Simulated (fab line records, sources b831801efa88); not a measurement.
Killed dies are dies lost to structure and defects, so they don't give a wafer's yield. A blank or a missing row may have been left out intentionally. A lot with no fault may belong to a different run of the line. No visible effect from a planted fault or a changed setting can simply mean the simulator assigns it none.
Chamber matching :: flow gf180mcu :: GF_STI_ETCH_14 on rie si-02: 4 sister chambers
The step etches Si in HBr/Cl2/O2, target depth 360 nm, time 102.9 s. 14 wafers are shown with their chamber, then 7 later ones without.

== EACH WAFER AND ITS CHAMBER ==
wafer: L436.1
chamber: 3
drypump motor current A (A): 4.8
run length s (s): 131.4
oes product au (a.u.): 1.016

wafer: L436.3
chamber: 0
drypump motor current A (A): 5.4
run length s (s): 132.0
oes product au (a.u.): 1.001

wafer: L436.4
chamber: 1
drypump motor current A (A): 5.9
run length s (s): 131.5
oes product au (a.u.): 1.004

wafer: L437.4
chamber: 3
drypump motor current A (A): 4.8
run length s (s): 131.0
oes product au (a.u.): 1.016

wafer: L437.5
chamber: 1
drypump motor current A (A): 5.8
run length s (s): 132.4
oes product au (a.u.): 1.013

wafer: L437.6
chamber: 2
drypump motor current A (A): 5.5
run length s (s): 130.8
oes product au (a.u.): 1.001

wafer: L443.4
chamber: 3
drypump motor current A (A): 4.8
run length s (s): 131.4
oes product au (a.u.): 1.006

wafer: L443.5
chamber: 3
drypump motor current A (A): 4.8
run length s (s): 131.6
oes product au (a.u.): 1.007

wafer: L443.6
chamber: 0
drypump motor current A (A): 5.4
run length s (s): 132.2
oes product au (a.u.): 0.996

wafer: L448.4
chamber: 0
drypump motor current A (A): 5.4
run length s (s): 132.7
oes product au (a.u.): 1.001

wafer: L448.5
chamber: 2
drypump motor current A (A): 5.5
run length s (s): 130.7
oes product au (a.u.): 0.990

wafer: L448.6
chamber: 1
drypump motor current A (A): 5.9
run length s (s): 131.7
oes product au (a.u.): 0.999

wafer: L457.2
chamber: 0
drypump motor current A (A): 5.4
run length s (s): 132.2
oes product au (a.u.): 1.007

wafer: L457.5
chamber: 2
drypump motor current A (A): 5.5
run length s (s): 131.2
oes product au (a.u.): 1.008

SIGNATURES (means of the wafers above)
reading: drypump motor current A
chamber 0: 5.400
chamber 1: 5.867
chamber 2: 5.500
chamber 3: 4.800
scatter within a chamber: 0.0258

reading: run length s
chamber 0: 132.275
chamber 1: 131.867
chamber 2: 130.900
chamber 3: 131.350
scatter within a chamber: 0.323

reading: oes product au
chamber 0: 1.00125
chamber 1: 1.00533
chamber 2: 0.99967
chamber 3: 1.01125
scatter within a chamber: 0.00646
Rule: distance of a wafer from a chamber = root of the sum over the readings of ((wafer's reading minus chamber's mean) / reading's scatter) squared. If the next closest chamber is less than 2 further off than the closest, the wafer can't be placed; otherwise it belongs to the closest. The scatter is the square root of a quotient: the sum, over the shown wafers, of each reading's squared deviation from its chamber's mean, divided by wafers minus chambers.

== WAFERS WHOSE CHAMBER IS MISSING ==
wafer: L457.6
drypump motor current A (A): 4.8
run length s (s): 131.4
oes product au (a.u.): 1.015

wafer: L458.3
drypump motor current A (A): 5.5
run length s (s): 131.0
oes product au (a.u.): 1.000

wafer: L458.4
drypump motor current A (A): 5.4
run length s (s): 132.1
oes product au (a.u.): 1.008

wafer: L458.5
drypump motor current A (A): 5.5
run length s (s): 131.4
oes product au (a.u.): 1.007

wafer: L459.1
drypump motor current A (A): 4.8
run length s (s): 131.6
oes product au (a.u.): 1.004

wafer: L459.2
drypump motor current A (A): 5.4
run length s (s): 132.2
oes product au (a.u.): 0.987

wafer: L459.3
drypump motor current A (A): 5.5
run length s (s): 130.7
oes product au (a.u.): 0.996

== THE CHAMBER EACH PASSED THROUGH ==
wafer: L457.6
from the rows above: 3
in truth: 3

wafer: L458.3
from the rows above: 2
in truth: 2

wafer: L458.4
from the rows above: 0
in truth: 0

wafer: L458.5
from the rows above: 2
in truth: 2

wafer: L459.1
from the rows above: 3
in truth: 3

wafer: L459.2
from the rows above: 0
in truth: 0

wafer: L459.3
from the rows above: 2
in truth: 2
7 of 7 placed correctly. Number that these rows cannot place: 0. 0 placed wrongly.
